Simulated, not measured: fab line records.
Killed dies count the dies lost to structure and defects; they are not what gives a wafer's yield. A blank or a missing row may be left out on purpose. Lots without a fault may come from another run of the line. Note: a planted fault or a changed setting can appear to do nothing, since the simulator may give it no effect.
2 desks looking at one fault -- flow gf180mcu -- numbers are kept per desk, each desk with only its own; the story behind them comes last

DESK OF THE TOOL OWNER: rieDiel-01
The tool's own readings at GF_STI_ETCH_13 (etches the open film in CHF3/O2, stops on Si, target depth 282.31 nm, time 112.9 s): means of the sampled wafers that have a number, for each lot that ran on this tool. A lot is out of limits, marked OUT, if its mean lies more than 4 standard deviations from the usual mean; the brackets give that distance.
Columns: A = chf3FlowSccm at GF_STI_ETCH_13, usual 50.00 sccm; B = drypumpMotorCurrentA at GF_STI_ETCH_13, usual 5.9 A; C = oesProductAu at GF_STI_ETCH_13, usual 0.832 a.u.; D = throttleValvePct at GF_STI_ETCH_13, usual 8.810 %
lot,first seen here,A,B,C,D
L702,day 2 17:56,50.00,5.8,0.829,8.817
L703,day 2 23:32,50.04,5.8,0.832,8.811
L704,day 3 03:56,49.94,5.8,0.835,8.816
L707,day 3 19:41,50.21,5.4,0.746 (-15) OUT,8.781
This desk's verdict: out of limits on L707, starting with L707 at day 3 19:41 (oesProductAu at GF_STI_ETCH_13). Within limits: L702, L703, L704.

FROM THE METROLOGY DESK
Means of the sampled wafers that have a number, per lot and without regard to the tool the lot ran on: this is what the gauges read. A lot is out of limits, marked OUT, if its mean lies more than 4 standard deviations from the usual mean; the brackets give that distance.
Columns: A = M1_ALCU_RS at GF_M1_RS_MEAS_05, usual 0.0697 ohm/sq
lot,first seen here,A
L699,day 18 00:34,0.0702
L700,day 18 13:42,0.0700
L701,day 18 20:16,0.0697
L702,day 19 05:47,0.0697
L703,day 19 09:47,0.0696
L704,day 19 23:11,0.0699
L707,day 21 02:46,0.0703
L714,day 23 08:15,0.0700
L719,day 24 18:23,0.0687
L720,day 25 02:32,0.0706
L722,day 25 16:17,0.0697
This desk's verdict: no lot among the 11 shows anything out of limits.

ALL TOGETHER
On L707, at day 3 19:41, an alarm was possible from the tool owner's desk.
The metrology desk saw nothing out of limits.
The metrology desk has L707 on record, within its limits.
The lots listed all ran GF_STI_ETCH_13 on rieDiel-01.

WHAT HAD BEEN PUT IN BY THE SIMULATOR
rieDiel-01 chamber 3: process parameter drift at GF_STI_ETCH_13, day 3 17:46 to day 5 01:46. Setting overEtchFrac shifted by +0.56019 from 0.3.
Shown lots that were struck: L707.
How many hours passed from the start of the fault until each desk's first out-of-limits reading: the tool owner's desk, 2.
